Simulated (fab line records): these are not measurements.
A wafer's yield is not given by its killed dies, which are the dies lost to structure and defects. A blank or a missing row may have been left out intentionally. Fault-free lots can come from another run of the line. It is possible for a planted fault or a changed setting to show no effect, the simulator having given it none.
fab line records ; flow sky130
[record] lots = 11; wafers = 33; last_day = 50
route steps=708 shown LDD_P@263 LDD_LDN@302 SD_P@329
lots that met no fault: from a run of the same line without faults
start_h: hours from the record's first day to the start of the lot's first wafer shown ; wait_h: hours elapsed since this lot's preceding step ; " same as the row above ; L1.1+2: one row covering several wafers at once ; - no value present, or no start provided ; * or withheld: withheld ; < > ~ a bound
route shown NAME@n: NAME is a module with steps in the file, n the number in the route of the first one ; usual: mean and standard deviation over wafers with no fault ; same: alike in all rows ; chamber/n: place in a boat ; sites: readings site by site ; _std_site: how widely they spread, as a standard deviation ; _edge_site: mean of outer sites minus mean of inner sites ; radius_mm: for every site, how far away it sits from the centre of the wafer ; mask NAME#n: copy n ; behind: tool/chamber where the wafer was last shaped ; hold: reason for holding the lot/hours on hold/outcome of the hold ; device: the transistor (n, p or np) that didn't switch ; end of line: the tests these same wafers got at the end of their route ; a step without rows: its recipe alone ; killed: dies that structure and defects cost at the first sort, which is not the same as the wafer's yield ; map: shows each die of a wafer: x if killed, . if not, _ if none is there
set.NAME: the setting as run; set.NAME@STEP: as run at that earlier step ; model.NAME: the simulator's own value behind a step, which no gauge read
a sample of lots followed through the steps of the route, with each step as a table and each wafer as a row
services: when a tool's chamber went out of use (start_h, in hours from the record's first day, below 0 if earlier), for how many hours, and the reason
[[steps]]
[step SKY_LDD_P_OVL_MEAS_08]
[usual] LDD_P_OVL = -0.3/1.2
lot.wafer;tool;chamber;start_h;wait_h;LDD_P_OVL[nm]
L801.1;overlay-01;-;450.42;0.1;-2.8
L801.3;overlay-01;-;450.42;0.1;-2.0
L801.4;overlay-01;-;450.42;0.1;-2.5
L802.1;overlay-02;-;469.27;0.1;0.6
L802.2;overlay-02;-;469.27;0.1;2.9
L802.5;overlay-02;-;469.27;0.1;-0.4
L803.1;overlay-02;-;469.87;0.1;-0.9
L803.3;overlay-02;-;469.87;0.1;0.9
L803.6;overlay-02;-;469.87;0.1;-0.6
L806.1;overlay-02;-;512.15;0.1;-0.5
L806.2;overlay-02;-;512.15;0.1;1.3
L806.6;overlay-02;-;512.15;0.1;0.0
L808.3;overlay-01;-;523.52;0.1;-2.3
L808.4;overlay-01;-;523.52;0.1;0.0
L808.5;overlay-01;-;523.52;0.1;-0.9
L809.4;overlay-02;-;529.66;0.1;1.9
L809.5;overlay-02;-;529.66;0.1;0.1
L809.6;overlay-02;-;529.66;0.1;-0.9
L812.1;overlay-01;-;558.82;0.1;-1.9
L812.3;overlay-01;-;558.82;0.1;-1.4
L812.6;overlay-01;-;558.82;0.1;-0.5
L817.2;overlay-01;-;597.05;0.1;-1.3
L817.3;overlay-01;-;597.05;0.1;0.1
L817.4;overlay-01;-;597.05;0.1;0.0
L820.2;overlay-01;-;615.91;0.1;-1.1
L820.4;overlay-01;-;615.91;0.1;-0.7
L820.5;overlay-01;-;615.91;0.1;-1.7
L822.3;overlay-02;-;631.22;0.1;-1.2
L822.4;overlay-02;-;631.22;0.1;-0.3
L822.6;overlay-02;-;631.22;0.1;-0.1
L821.1;overlay-01;-;631.50;0.1;-1.3
L821.5;overlay-01;-;631.50;0.1;-1.9
L821.6;overlay-01;-;631.50;0.1;-2.8
[step SKY_LDD_P_TW_MEAS_11]
[usual] LDD_P_TW = 632/11
lot.wafer;tool;chamber;start_h;wait_h;LDD_P_TW
L801.1;film_metro-01;-;450.71;0.1;615
L801.3;film_metro-01;-;450.71;0.1;616
L801.4;film_metro-01;-;450.71;0.1;618
L802.1;film_metro-04;-;469.56;0.1;638
L802.2;film_metro-04;-;469.56;0.1;637
L802.5;film_metro-04;-;469.56;0.1;635
L803.1;film_metro-01;-;470.16;0.1;618
L803.3;film_metro-01;-;470.16;0.1;617
L803.6;film_metro-01;-;470.16;0.1;615
L806.1;film_metro-04;-;512.44;0.1;637
L806.2;film_metro-04;-;512.44;0.1;635
L806.6;film_metro-04;-;512.44;0.1;639
L808.3;film_metro-04;-;523.81;0.1;636
L808.4;film_metro-04;-;523.81;0.1;636
L808.5;film_metro-04;-;523.81;0.1;635
L809.4;film_metro-03;-;529.96;0.1;641
L809.5;film_metro-03;-;529.96;0.1;639
L809.6;film_metro-03;-;529.96;0.1;642
L812.1;film_metro-01;-;559.10;0.1;620
L812.3;film_metro-01;-;559.10;0.1;621
L812.6;film_metro-01;-;559.10;0.1;621
L817.2;film_metro-03;-;597.34;0.1;640
L817.3;film_metro-03;-;597.34;0.1;643
L817.4;film_metro-03;-;597.34;0.1;646
L820.2;film_metro-04;-;616.20;0.1;638
L820.4;film_metro-04;-;616.20;0.1;636
L820.5;film_metro-04;-;616.20;0.1;637
L822.3;film_metro-04;-;631.51;0.1;638
L822.4;film_metro-04;-;631.51;0.1;635
L822.6;film_metro-04;-;631.51;0.1;637
L821.1;film_metro-04;-;631.79;0.1;640
L821.5;film_metro-04;-;631.79;0.1;639
L821.6;film_metro-04;-;631.79;0.1;639
[step SKY_LDD_LDN_TW_MEAS_13]
[usual] LDD_LDN_TW = 1487/13
lot.wafer;tool;chamber;start_h;wait_h;LDD_LDN_TW
L801.1;film_metro-04;-;543.00;0.1;1486
L801.3;film_metro-04;-;543.00;0.1;1482
L801.4;film_metro-04;-;543.00;0.1;1485
L802.1;film_metro-03;-;560.97;0.1;1493
L802.2;film_metro-03;-;560.97;0.1;1497
L802.5;film_metro-03;-;560.97;0.1;1506
L803.1;film_metro-03;-;561.45;0.1;1506
L803.3;film_metro-03;-;561.45;0.1;1501
L803.6;film_metro-03;-;561.45;0.1;1504
L806.1;film_metro-02;-;602.10;0.1;1467
L806.2;film_metro-02;-;602.10;0.1;1452
L806.6;film_metro-02;-;602.10;0.1;1467
L808.3;film_metro-03;-;612.45;0.1;1495
L808.4;film_metro-03;-;612.45;0.1;1505
L808.5;film_metro-03;-;612.45;0.1;1502
L809.4;film_metro-04;-;618.83;0.1;1475
L809.5;film_metro-04;-;618.83;0.1;1481
L809.6;film_metro-04;-;618.83;0.1;1480
L812.1;film_metro-02;-;646.53;0.1;1465
L812.3;film_metro-02;-;646.53;0.1;1466
L812.6;film_metro-02;-;646.53;0.1;1470
L817.2;film_metro-03;-;683.48;0.1;1496
L817.3;film_metro-03;-;683.48;0.1;1515
L817.4;film_metro-03;-;683.48;0.1;1504
L820.2;film_metro-03;-;701.66;0.1;1496
L820.4;film_metro-03;-;701.66;0.1;1497
L820.5;film_metro-03;-;701.66;0.1;1492
L822.3;film_metro-03;-;716.04;0.1;1502
L822.4;film_metro-03;-;716.04;0.1;1496
L822.6;film_metro-03;-;716.04;0.1;1494
L821.1;film_metro-02;-;716.80;0.1;1474
L821.5;film_metro-02;-;716.80;0.1;1478
L821.6;film_metro-02;-;716.80;0.1;1484
[step SKY_SD_P_IMPLANT_09]
[recipe] species = BF2; energy_kev = 20; dose_cm2 = 3e+15; tilt_deg = 0
[usual] beam_energy_keV = 19.999/0.0059
[same] implant_ion_amu = 49
lot.wafer;tool;chamber;start_h;wait_h;beam_energy_keV
L801.1;implanter-01;0;607.49;0.0;20.001
L801.3;implanter-01;0;607.49;0.0;19.998
L801.4;implanter-01;0;607.49;0.0;19.998
L802.1;implanter-02;0;621.62;0.0;20.004
L802.2;implanter-02;0;621.62;0.0;19.992
L802.5;implanter-02;0;621.62;0.0;19.993
L803.1;implanter-01;0;623.72;0.0;20.008
L803.3;implanter-01;0;623.72;0.0;19.996
L803.6;implanter-01;0;623.72;0.0;20.000
L806.1;implanter-03;0;662.08;0.0;19.983
L806.2;implanter-03;0;662.08;0.0;19.999
L806.6;implanter-03;0;662.08;0.0;20.001
L808.3;implanter-01;0;671.68;0.1;24.714
L808.4;implanter-01;0;671.68;0.1;24.718
L808.5;implanter-01;0;671.68;0.1;24.722
L809.4;implanter-01;0;678.20;0.1;24.720
L809.5;implanter-01;0;678.20;0.1;24.722
L809.6;implanter-01;0;678.20;0.1;24.725
L812.1;implanter-01;0;705.29;0.0;24.713
L812.3;implanter-01;0;705.29;0.0;24.715
L812.6;implanter-01;0;705.29;0.0;24.716
L817.2;implanter-03;0;742.80;0.0;19.996
L817.3;implanter-03;0;742.80;0.0;19.996
L817.4;implanter-03;0;742.80;0.0;19.998
L820.2;implanter-02;0;758.51;0.0;20.007
L820.4;implanter-02;0;758.51;0.0;20.010
L820.5;implanter-02;0;758.51;0.0;20.000
L822.3;implanter-03;0;772.63;0.1;19.988
L822.4;implanter-03;0;772.63;0.1;19.991
L822.6;implanter-03;0;772.63;0.1;19.994
L821.1;implanter-02;0;774.22;0.0;19.998
L821.5;implanter-02;0;774.22;0.0;19.996
L821.6;implanter-02;0;774.22;0.0;19.998
[step SKY_SD_P_STRIP_10]
[recipe] chemistry = O2/N2; power_w = 1400; pressure_mtorr = 1500; platen_temp_c = withheld; o2_flow_sccm = 3000; n2_flow_sccm = 300; overash_fraction = 0.5
[usual] drypump_motor_current_A = 5.7/0.51; oes_product_au = 0.617/0.0043; strip_time_to_endpoint_s = 17.51/0.039
lot.wafer;tool;chamber;start_h;wait_h;drypump_motor_current_A;oes_product_au;rf_hours_counter_h;strip_time_to_endpoint_s
L801.1;plasma_asher-03;0;607.64;0.1;5.6;0.622;46;17.55
L801.3;plasma_asher-03;1;607.64;0.1;5.1;0.616;-;17.54
L801.4;plasma_asher-03;0;607.64;0.1;5.6;0.617;-;17.54
L802.1;plasma_asher-03;0;621.77;0.1;5.6;0.625;48;17.47
L802.2;plasma_asher-03;1;621.77;0.1;5.1;0.618;48;17.54
L802.5;plasma_asher-03;1;621.77;0.1;5.1;0.618;-;17.52
L803.1;plasma_asher-04;0;623.87;0.1;5.3;0.615;89;17.57
L803.3;plasma_asher-04;0;623.87;0.1;5.3;0.614;-;17.60
L803.6;plasma_asher-04;1;623.87;0.1;6.4;0.614;-;17.57
L806.1;plasma_asher-04;0;662.23;0.1;5.3;0.613;92;17.48
L806.2;plasma_asher-04;1;662.23;0.1;6.4;0.617;92;17.46
L806.6;plasma_asher-04;0;662.23;0.1;5.3;0.611;-;17.50
L808.3;plasma_asher-04;0;671.82;0.1;5.3;0.603;-;18.21
L808.4;plasma_asher-04;1;671.82;0.1;6.4;0.598;-;18.22
L808.5;plasma_asher-04;1;671.82;0.1;6.4;0.602;-;18.27
L809.4;plasma_asher-04;1;678.31;0.1;6.4;0.604;-;18.18
L809.5;plasma_asher-04;1;678.31;0.1;6.4;0.603;-;18.22
L809.6;plasma_asher-04;0;678.31;0.1;5.3;0.613;-;18.24
L812.1;plasma_asher-03;1;705.44;0.1;5.1;0.608;56;18.25
L812.3;plasma_asher-03;1;705.44;0.1;5.1;0.606;-;18.24
L812.6;plasma_asher-03;0;705.44;0.1;5.6;0.601;-;18.24
L817.2;plasma_asher-02;0;742.92;0.1;5.3;0.615;96;17.50
L817.3;plasma_asher-02;1;742.92;0.1;6.3;0.618;-;17.45
L817.4;plasma_asher-02;0;742.92;0.1;5.4;0.613;-;17.50
L820.2;plasma_asher-03;1;758.64;0.1;5.1;0.621;62;17.48
L820.4;plasma_asher-03;0;758.64;0.1;5.6;0.616;-;17.47
L820.5;plasma_asher-03;0;758.64;0.1;5.6;0.624;-;17.50
L822.3;plasma_asher-04;1;772.77;0.1;6.4;0.619;-;17.54
L822.4;plasma_asher-04;0;772.77;0.1;5.3;0.617;-;17.53
L822.6;plasma_asher-04;1;772.77;0.1;6.4;0.620;-;17.57
L821.1;plasma_asher-03;1;774.37;0.1;5.1;0.616;63;17.51
L821.5;plasma_asher-03;0;774.37;0.1;5.6;0.617;-;17.58
L821.6;plasma_asher-03;1;774.37;0.1;5.1;0.617;-;17.50
[step SKY_SD_P_TW_MEAS_11]
[usual] SD_P_TW = 2799/36
lot.wafer;tool;chamber;start_h;wait_h;SD_P_TW
L801.1;film_metro-02;-;607.74;0.1;2814
L801.3;film_metro-02;-;607.74;0.1;2801
L801.4;film_metro-02;-;607.74;0.1;2814
L802.1;film_metro-02;-;621.87;0.1;2807
L802.2;film_metro-02;-;621.87;0.1;2802
L802.5;film_metro-02;-;621.87;0.1;2797
L803.1;film_metro-04;-;623.97;0.1;2815
L803.3;film_metro-04;-;623.97;0.1;2840
L803.6;film_metro-04;-;623.97;0.1;2844
L806.1;film_metro-04;-;662.33;0.1;2836
L806.2;film_metro-04;-;662.33;0.1;2825
L806.6;film_metro-04;-;662.33;0.1;2830
L808.3;film_metro-01;-;671.90;0.1;2899
L808.4;film_metro-01;-;671.90;0.1;2889
L808.5;film_metro-01;-;671.90;0.1;2915
L809.4;film_metro-04;-;678.40;0.1;3010
L809.5;film_metro-04;-;678.40;0.1;2983
L809.6;film_metro-04;-;678.40;0.1;2990
L812.1;film_metro-01;-;705.54;0.1;2930
L812.3;film_metro-01;-;705.54;0.1;2916
L812.6;film_metro-01;-;705.54;0.1;2917
L817.2;film_metro-04;-;743.03;0.1;2839
L817.3;film_metro-04;-;743.03;0.1;2832
L817.4;film_metro-04;-;743.03;0.1;2822
L820.2;film_metro-04;-;758.75;0.1;2828
L820.4;film_metro-04;-;758.75;0.1;2832
L820.5;film_metro-04;-;758.75;0.1;2811
L822.3;film_metro-02;-;772.85;0.1;2809
L822.4;film_metro-02;-;772.85;0.1;2816
L822.6;film_metro-02;-;772.85;0.1;2810
L821.1;film_metro-01;-;774.47;0.1;2761
L821.5;film_metro-01;-;774.47;0.1;2762
L821.6;film_metro-01;-;774.47;0.1;2751
[step SKY_SD_N_RS_MEAS_17]
[recipe] thk_meas_gauge = four-point-probe
[usual] SD_P_RS = 146.8/0.37
lot.wafer;tool;chamber;start_h;wait_h;SD_P_RS[ohm/sq]
L801.1;film_metro-01;-;666.29;0.1;147.2
L801.3;film_metro-01;-;666.29;0.1;147.1
L801.4;film_metro-01;-;666.29;0.1;147.3
L802.1;film_metro-01;-;679.83;0.1;147.4
L802.2;film_metro-01;-;679.83;0.1;147.2
L802.5;film_metro-01;-;679.83;0.1;147.5
L803.1;film_metro-02;-;682.19;0.1;147.0
L803.3;film_metro-02;-;682.19;0.1;146.6
L803.6;film_metro-02;-;682.19;0.1;146.9
L806.1;film_metro-01;-;720.18;0.1;146.7
L806.2;film_metro-01;-;720.18;0.1;147.2
L806.6;film_metro-01;-;720.18;0.1;146.7
L808.3;film_metro-02;-;727.65;0.1;133.0
L808.4;film_metro-02;-;727.65;0.1;133.1
L808.5;film_metro-02;-;727.65;0.1;132.7
L809.4;film_metro-04;-;735.34;0.1;132.1
L809.5;film_metro-04;-;735.34;0.1;132.2
L809.6;film_metro-04;-;735.34;0.1;132.2
L812.1;film_metro-01;-;761.69;0.1;132.9
L812.3;film_metro-01;-;761.69;0.1;133.1
L812.6;film_metro-01;-;761.69;0.1;132.5
L817.2;film_metro-01;-;796.13;0.1;146.7
L817.3;film_metro-01;-;796.13;0.1;146.7
L817.4;film_metro-01;-;796.13;0.1;147.0
L820.2;film_metro-04;-;812.55;0.1;146.8
L820.4;film_metro-04;-;812.55;0.1;146.9
L820.5;film_metro-04;-;812.55;0.1;146.9
L822.3;film_metro-02;-;826.55;0.1;146.5
L822.4;film_metro-02;-;826.55;0.1;146.7
L822.6;film_metro-02;-;826.55;0.1;146.4
L821.1;film_metro-01;-;827.43;0.1;146.8
L821.5;film_metro-01;-;827.43;0.1;147.2
L821.6;film_metro-01;-;827.43;0.1;146.7
[[services]]
tool;chamber;start_h;hours;kind
plasma_asher-03;-;585.15;14.6;pm
implanter-02;-;593.64;5.1;pm
plasma_asher-03;-;600.73;2.9;repair
implanter-03;-;620.70;4.0;pm
implanter-02;-;628.02;1.1;repair
implanter-03;-;628.29;3.0;repair
implanter-02;-;656.63;2.1;repair
plasma_asher-04;-;733.75;9.0;pm
plasma_asher-04;0;733.75;9.0;vent_cycle
plasma_asher-04;1;733.75;9.0;vent_cycle
plasma_asher-04;-;742.75;2.8;pm
plasma_asher-04;0;742.75;-;clean
plasma_asher-04;1;742.75;-;clean
[[key]]
[first_sign] step = SKY_SD_P_IMPLANT_09; reading = beam_energy_keV; direction = up; sigmas = 99+; usual = *; struck = *
[effect] step = SKY_SD_P_STRIP_10; reading = strip_time_to_endpoint_s; direction = up; sigmas = 18; usual = *; struck = *
[effect] step = SKY_SD_P_TW_MEAS_11; reading = SD_P_TW; direction = up; sigmas = 3.9; usual = 2799; struck = 2939
[effect] step = SKY_SD_N_RS_MEAS_17; reading = SD_P_RS; direction = down; sigmas = 39; usual = 146.8; struck = 132.6
met_at SKY_SD_P_IMPLANT_09
struck_lots L808,L809,L812
tester_left_out L808,L809,L812
not_acting_at SKY_LDD_P_OVL_MEAS_08,SKY_LDD_P_TW_MEAS_11,SKY_LDD_LDN_TW_MEAS_13
onset_between 623.72 671.68
[fault] kind = process_parameter_drift; tool = implanter-01; chamber = -; onset_h = 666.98; steps = SKY_SD_P_IMPLANT_09; channel = energy_kev; offset = *; shape = step; end_h = 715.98; acts_in = *; stated = *
// tester_left_out: of these lots the tester's yield and bins aren't shown, on N5 and GAA mostly nor the transistor test; their killed dies are dies lost to structure and defects alone, not to doping, threshold or leakage, so they don't give the yield
